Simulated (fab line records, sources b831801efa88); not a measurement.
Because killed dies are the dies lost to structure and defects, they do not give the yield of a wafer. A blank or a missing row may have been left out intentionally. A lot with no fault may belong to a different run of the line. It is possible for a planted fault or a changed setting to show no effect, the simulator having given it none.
fab line records	flow sky130
[record] lots = 12	wafers = 36	lastDay = 50
route steps=708 shown POLY_CUT@315 SD_P@331 SD_N@350 PAD_OPEN@708
lots that met no fault: taken from a fault-free run of the same line
startH: hours from the record's first day to the start of the lot's first wafer shown	waitH: how many hours have passed since the lot's step before this one	" the same as in the row above	L1.1+2: one row covering several wafers at once	- no value present, or no start provided	* or withheld: withheld	< > ~ a bound
route shown NAME@n: a module of which the file shows steps, and the number in the route of the first	usual: the fault-free wafers' mean and standard deviation	same: alike in all rows	chamber/n: place in a boat	sites: the reading at each site	_std_site: the standard deviation of these	_edge_site: the outer-site mean with the inner-site mean subtracted	radiusMm: for every site, how far away it sits from the centre of the wafer	mask NAME#n: copy n	behind: tool/chamber where the wafer was last shaped	hold: cause of the lot's hold/its duration in hours/its outcome	device: whichever transistor did not switch (one of n, p or np)	end of line: the route-end tests of the same wafers	for a step that has no rows: nothing shown but its recipe	killed: the dies lost at the first sort to structure and to defects; this is not the yield of the wafer	map: a wafer's dies, x killed, . not, _ none there
set.NAME: the setting as run; set.NAME@STEP: as run at that earlier step	model.NAME: the simulator's own value behind a step, which no gauge read
one table for each step of the route and one row for each wafer, over a sample of lots
services: the hour from which a tool's chamber was out of use, counted from the record's first day as startH (under 0 if before that day), plus the number of hours and why
[[steps]]
[step SKY_POLY_CUT_CD_MEAS_08]
[recipe] targetCdNm = 270
[usual] cdNm = 269.7/1.5
lot.wafer	tool	chamber	startH	waitH	cdNm
L851.2	cdSem-02	-	584.83	-	268.9
L851.3	"	-	"	"	269.7
L851.5	"	-	"	"	269.2
L853.1	cdSem-02	-	600.99	-	267.0
L853.2	"	-	"	"	269.9
L853.6	"	-	"	"	269.0
L854.2	cdSem-01	-	608.22	-	270.9
L854.3	"	-	"	"	271.3
L854.4	"	-	"	"	270.9
L855.1	cdSem-01	-	609.75	-	267.2
L855.3	"	-	"	"	269.2
L855.6	"	-	"	"	269.3
L858.1	cdSem-01	-	639.04	-	270.8
L858.5	"	-	"	"	270.3
L858.6	"	-	"	"	271.8
L859.2	cdSem-01	-	645.32	-	268.5
L859.3	"	-	"	"	268.9
L859.5	"	-	"	"	268.4
L860.3	cdSem-01	-	650.48	-	266.9
L860.4	"	-	"	"	269.4
L860.6	"	-	"	"	268.5
L866.1	cdSem-02	-	700.65	-	270.2
L866.3	"	-	"	"	269.4
L866.6	"	-	"	"	269.6
L868.1	cdSem-02	-	706.91	-	267.5
L868.5	"	-	"	"	266.4
L868.6	"	-	"	"	268.4
L869.2	cdSem-01	-	719.66	-	269.0
L869.3	"	-	"	"	267.4
L869.6	"	-	"	"	267.7
L872.3	cdSem-02	-	743.33	-	266.8
L872.4	"	-	"	"	269.1
L872.5	"	-	"	"	268.1
L873.1	cdSem-02	-	746.09	-	268.9
L873.3	"	-	"	"	270.5
L873.5	"	-	"	"	269.0
[step SKY_SD_P_TW_MEAS_11]
[usual] SD_P_TW = 2839/15
lot.wafer	tool	chamber	startH	waitH	SD_P_TW
L851.2	filmMetro-03	-	614.74	0.1	2830
L851.3	"	-	"	"	2832
L851.5	"	-	"	"	2843
L853.1	filmMetro-01	-	630.76	0.1	2849
L853.2	"	-	"	"	2857
L853.6	"	-	"	"	2850
L854.2	filmMetro-02	-	637.59	0.1	2831
L854.3	"	-	"	"	2845
L854.4	"	-	"	"	2849
L855.1	filmMetro-03	-	639.10	0.1	2835
L855.3	"	-	"	"	2844
L855.6	"	-	"	"	2855
L858.1	filmMetro-02	-	667.88	0.1	2829
L858.5	"	-	"	"	2829
L858.6	"	-	"	"	2830
L859.2	filmMetro-02	-	673.45	0.1	2844
L859.3	"	-	"	"	2836
L859.5	"	-	"	"	2834
L860.3	filmMetro-03	-	678.48	0.1	2811
L860.4	"	-	"	"	2806
L860.6	"	-	"	"	2829
L866.1	filmMetro-01	-	728.89	0.1	2838
L866.3	"	-	"	"	2840
L866.6	"	-	"	"	2832
L868.1	filmMetro-01	-	734.43	0.1	2848
L868.5	"	-	"	"	2863
L868.6	"	-	"	"	2849
L869.2	filmMetro-02	-	747.10	0.1	2824
L869.3	"	-	"	"	2826
L869.6	"	-	"	"	2827
L872.3	filmMetro-03	-	770.40	0.1	2853
L872.4	"	-	"	"	2830
L872.5	"	-	"	"	2826
L873.1	filmMetro-02	-	773.59	0.1	2832
L873.3	"	-	"	"	2836
L873.5	"	-	"	"	2823
[step SKY_SD_N_OVL_MEAS_08]
[usual] SD_N_OVL = -0.3/1.3
lot.wafer	tool	chamber	startH	waitH	SD_N_OVL[nm]
L851.2	overlay-01	-	671.68	0.1	2.6
L851.3	"	-	"	"	0.2
L851.5	"	-	"	"	-0.1
L853.1	overlay-01	-	687.08	0.1	-2.5
L853.2	"	-	"	"	-0.7
L853.6	"	-	"	"	-1.5
L854.2	overlay-02	-	693.04	0.1	1.2
L854.3	"	-	"	"	-0.7
L854.4	"	-	"	"	-0.6
L855.1	overlay-02	-	694.83	0.1	0.3
L855.3	"	-	"	"	-0.5
L855.6	"	-	"	"	0.7
L858.1	overlay-01	-	723.83	0.1	0.7
L858.5	"	-	"	"	-0.1
L858.6	"	-	"	"	-1.2
L859.2	overlay-01	-	729.19	0.1	-0.1
L859.3	"	-	"	"	0.9
L859.5	"	-	"	"	-0.8
L860.3	overlay-02	-	733.75	0.1	2.1
L860.4	"	-	"	"	1.1
L860.6	"	-	"	"	3.1
L866.1	overlay-01	-	783.99	0.1	-1.4
L866.3	"	-	"	"	-1.2
L866.6	"	-	"	"	2.6
L868.1	overlay-01	-	788.68	0.1	0.7
L868.5	"	-	"	"	0.6
L868.6	"	-	"	"	0.5
L869.2	overlay-02	-	800.51	0.1	2.1
L869.3	"	-	"	"	3.2
L869.6	"	-	"	"	1.5
L872.3	overlay-01	-	822.90	0.1	-1.7
L872.4	"	-	"	"	-1.7
L872.5	"	-	"	"	0.2
L873.1	overlay-02	-	825.98	0.1	-1.7
L873.3	"	-	"	"	-1.8
L873.5	"	-	"	"	0.3
[step SKY_SD_N_IMPLANT_09]
[recipe] species = As	energyKev = 50	doseCm2 = 4e+15	tiltDeg = 0
lot.wafer	tool	chamber	startH	waitH
L851.2+3+5	implanter-02	0	671.73	0.0
L853.1+2+6	implanter-02	0	687.12	0.0
L854.2+3+4	implanter-03	0	693.09	0.0
L855.1+3+6	implanter-02	0	694.87	0.0
L858.1+5+6	implanter-03	0	723.86	0.0
L859.2+3+5	implanter-03	0	729.24	0.0
L860.3+4+6	implanter-01	0	733.82	0.1
L866.1+3+6	implanter-02	0	784.02	0.0
L868.1+5+6	implanter-03	0	788.72	0.0
L869.2+3+6	implanter-03	0	800.56	0.0
L872.3+4+5	implanter-02	0	822.97	0.1
L873.1+3+5	implanter-02	0	826.02	0.0
[step SKY_SD_N_STRIP_11]
[recipe] chemistry = O2/N2	powerW = 1400	pressureMtorr = 1500	platenTempC = withheld	o2FlowSccm = 3000	n2FlowSccm = 300	overashFraction = 0.5
[usual] drypumpMotorCurrentA = 5.8/0.54	n2FlowSccm = 300.2/0.79	oesProductAu = 0.527/0.0049	stripTimeToEndpointS = 22.56/0.041
lot.wafer	tool	chamber	startH	waitH	drypumpMotorCurrentA	n2FlowSccm	oesProductAu	rfHoursCounterH	stripTimeToEndpointS
L851.2	plasmaAsher-04	1	672.01	0.1	6.0	301.6	0.524	85	22.53
L851.3	"	0	"	"	5.7	299.8	0.533	-	22.59
L851.5	"	0	"	"	5.8	300.9	0.522	-	22.53
L853.1	plasmaAsher-03	1	687.42	0.1	6.3	301.7	0.527	55	22.57
L853.2	"	0	"	"	4.9	299.8	0.529	55	22.52
L853.6	"	0	"	"	4.9	299.6	0.530	-	22.59
L854.2	plasmaAsher-01	0	693.37	0.1	6.4	299.7	0.529	101	22.62
L854.3	"	1	"	"	5.6	301.6	0.530	-	22.55
L854.4	"	0	"	"	6.4	300.1	0.529	-	22.54
L855.1	plasmaAsher-01	1	695.17	0.1	5.6	301.1	0.526	101	22.53
L855.3	"	0	"	"	6.4	300.6	0.524	-	22.51
L855.6	"	1	"	"	5.6	300.7	0.527	-	22.48
L858.1	plasmaAsher-04	1	724.16	0.1	5.9	298.8	0.512	90	22.51
L858.5	"	0	"	"	5.7	301.1	0.521	-	22.52
L858.6	"	1	"	"	6.0	300.4	0.521	-	22.50
L859.2	plasmaAsher-03	1	729.52	0.1	6.3	301.0	0.524	59	22.54
L859.3	"	1	"	"	6.3	301.4	0.527	-	22.52
L859.5	"	0	"	"	4.9	300.2	0.530	-	22.57
L860.3	plasmaAsher-03	0	734.10	0.1	4.9	299.2	0.518	-	22.56
L860.4	"	1	"	"	6.3	301.5	0.524	-	22.52
L860.6	"	0	"	"	4.9	300.1	0.531	-	22.60
L866.1	plasmaAsher-04	0	784.32	0.1	5.7	299.5	0.528	96	22.51
L866.3	"	0	"	"	5.8	299.8	0.531	-	22.57
L866.6	"	1	"	"	6.0	300.5	0.530	-	22.53
L868.1	plasmaAsher-04	0	789.02	0.1	5.8	301.5	0.525	97	22.35
L868.5	"	0	"	"	5.8	300.9	0.535	-	22.47
L868.6	"	1	"	"	5.9	300.8	0.529	-	22.45
L869.2	plasmaAsher-04	0	800.84	0.1	5.8	299.8	0.529	98	22.42
L869.3	"	1	"	"	6.0	298.9	0.531	-	22.40
L869.6	"	0	"	"	5.8	301.1	0.531	-	22.42
L872.3	plasmaAsher-03	1	823.25	0.1	6.3	299.8	0.523	-	22.48
L872.4	"	0	"	"	4.9	300.4	0.520	-	22.49
L872.5	"	0	"	"	4.9	299.5	0.526	-	22.48
L873.1	plasmaAsher-03	0	826.32	0.1	4.9	300.8	0.518	69	22.60
L873.3	"	0	"	"	4.9	301.4	0.539	-	22.66
L873.5	"	1	"	"	6.4	300.8	0.537	-	22.64
[step SKY_SD_N_RS_MEAS_16]
[recipe] thkMeasGauge = four-point-probe
[usual] SD_N_RS = 68.61/0.12
lot.wafer	tool	chamber	startH	waitH	SD_N_RS[ohm/sq]
L851.2	filmMetro-02	-	672.41	0.1	68.58
L851.3	"	-	"	"	68.59
L851.5	"	-	"	"	68.69
L853.1	filmMetro-02	-	687.80	0.1	68.60
L853.2	"	-	"	"	68.48
L853.6	"	-	"	"	68.69
L854.2	filmMetro-02	-	693.77	0.1	68.75
L854.3	"	-	"	"	68.68
L854.4	"	-	"	"	68.73
L855.1	filmMetro-02	-	695.60	0.1	68.78
L855.3	"	-	"	"	68.60
L855.6	"	-	"	"	68.76
L858.1	filmMetro-02	-	724.55	0.1	68.79
L858.5	"	-	"	"	68.84
L858.6	"	-	"	"	68.78
L859.2	filmMetro-02	-	729.92	0.1	68.63
L859.3	"	-	"	"	68.38
L859.5	"	-	"	"	68.65
L860.3	filmMetro-02	-	734.49	0.1	68.46
L860.4	"	-	"	"	68.68
L860.6	"	-	"	"	68.57
L866.1	filmMetro-02	-	784.70	0.1	68.61
L866.3	"	-	"	"	68.53
L866.6	"	-	"	"	68.71
L868.1	filmMetro-02	-	789.41	0.1	69.12
L868.5	"	-	"	"	69.11
L868.6	"	-	"	"	69.07
L869.2	filmMetro-03	-	801.24	0.1	68.97
L869.3	"	-	"	"	68.94
L869.6	"	-	"	"	69.06
L872.3	filmMetro-02	-	823.70	0.1	68.69
L872.4	"	-	"	"	68.57
L872.5	"	-	"	"	68.71
L873.1	filmMetro-03	-	826.70	0.1	68.34
L873.3	"	-	"	"	68.31
L873.5	"	-	"	"	68.60
[step SKY_PAD_OPEN_PROBE_99]
[usual] killed_at_M0_to_M3 = 43/7	killed_at_M4_up = 3.1/1.9	killedAtContacts = 25/6.1	killedAtFrontEnd = 15/4.5	killedAtOther = 0.3/0.55	killedDies = 87/8.9	killedOnRim = 17/4	killedOpen = 47/6.4	killedShort = 40/6.6
[same] grossDies = 492	killedAtBackSide = 0
lot.wafer	tool	chamber	startH	waitH	killed_at_M0_to_M3	killed_at_M4_up	killedAtContacts	killedAtFrontEnd	killedAtOther	killedDies	killedOnRim	killedOpen	killedShort
L851.2	prober-01	-	1098.48	0.1	46	3	20	16	0	85	21	45	39
L851.3	prober-01	-	1098.53	0.2	56	3	22	11	0	92	18	40	50
L851.5	prober-01	-	1098.63	0.2	62	2	23	12	1	100	23	58	41
L860.3	prober-02	-	1141.57	0.2	31	5	48	15	0	99	19	57	41
L860.4	prober-02	-	1141.62	0.2	36	1	25	13	1	76	11	48	27
L860.6	prober-02	-	1141.72	0.2	32	2	25	21	0	80	17	48	32
// killed by level:class
L851.2 VIA1:geometricParticle:open=12 VIA2:geometricParticle:open=11 CONTACT:geometricParticle:open=10 CONTACT:geometricParticle:short=6 FIELD_ISO:geometricParticle:open=5 VIA1:geometricParticle:short=5 METAL2:geometricParticle:short=4 VIA3:geometricParticle:open=4
L851.3 VIA1:geometricParticle:open=12 VIA1:geometricParticle:short=12 VIA2:geometricParticle:open=8 METAL3:geometricParticle:short=6 CONTACT:geometricParticle:open=5 VIA2:geometricParticle:short=4 LI_CONTACT:geometricParticle:open=4 LOCAL_INTERCONNECT:geometricParticle:short=4
L851.5 VIA1:geometricParticle:open=17 CONTACT:geometricParticle:open=13 VIA1:geometricParticle:short=10 VIA3:geometricParticle:open=8 METAL2:geometricParticle:short=7 FIELD_ISO:geometricParticle:open=6 VIA3:geometricParticle:short=6 VIA2:geometricParticle:open=5
L860.3 CONTACT:geometricParticle:open=19 LI_CONTACT:geometricParticle:open=14 VIA2:geometricParticle:open=7 VIA1:geometricParticle:open=6 LI_CONTACT:geometricParticle:short=6 CONTACT:geometricParticle:short=6 FIELD_ISO:geometricParticle:short=4 POLY_GATE:geometricParticle:short=4
L860.4 VIA1:geometricParticle:open=10 LI_CONTACT:geometricParticle:open=9 CONTACT:geometricParticle:open=8 METAL1:geometricParticle:short=7 POLY_GATE:geometricParticle:short=5 VIA2:geometricParticle:open=5 CONTACT:geometricParticle:short=4 VIA3:geometricParticle:open=4
L860.6 VIA1:geometricParticle:open=10 CONTACT:geometricParticle:open=9 FIELD_ISO:geometricParticle:short=8 VIA3:geometricParticle:open=8 LI_CONTACT:geometricParticle:open=7 CONTACT:geometricParticle:short=4 FIELD_ISO:geometricParticle:open=3 VIA2:geometricParticle:short=3
[[services]]
tool	chamber	startH	hours	kind
implanter-01	-	671.43	41.6	pm
implanter-02	-	674.84	3.0	repair
plasmaAsher-01	-	733.75	9.0	pm
plasmaAsher-01	0	733.75	9.0	ventCycle
plasmaAsher-01	1	733.75	9.0	ventCycle
plasmaAsher-01	0	742.75	-	clean
plasmaAsher-01	1	742.75	-	clean
implanter-01	-	747.89	4.7	pm
implanter-02	-	762.55	5.2	pm
implanter-03	-	785.79	1.7	repair
plasmaAsher-03	-	799.25	2.8	pm
plasmaAsher-04	-	813.30	14.6	pm
[[key]]
[firstSign] step = SKY_SD_N_STRIP_11	reading = stripTimeToEndpointS	direction = down	sigmas = 3.5	usual = *	struck = *
[effect] step = SKY_SD_N_RS_MEAS_16	reading = SD_N_RS	direction = up	sigmas = 3.7	usual = 68.61	struck = 69.05
metAt SKY_SD_N_IMPLANT_09
struckLots L868,L869
testerLeftOut L868,L869
notActingAt SKY_POLY_CUT_CD_MEAS_08,SKY_SD_P_TW_MEAS_11,SKY_SD_N_OVL_MEAS_08
onsetBetween 729.24 788.72
alsoFits SKY_SD_N_STRIP_11:plasmaAsher-04
[fault] kind = processParameterDrift	tool = implanter-03	chamber = -	onsetH = 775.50	steps = SKY_SD_N_IMPLANT_09	channel = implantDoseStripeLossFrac	offset = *	shape = step	endH = 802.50
// testerLeftOut: of these lots the tester's yield and bins aren't shown, on N5 and GAA mostly nor the transistor test; their killed dies are dies lost to structure and defects alone, not to doping, threshold or leakage, so they don't give the yield
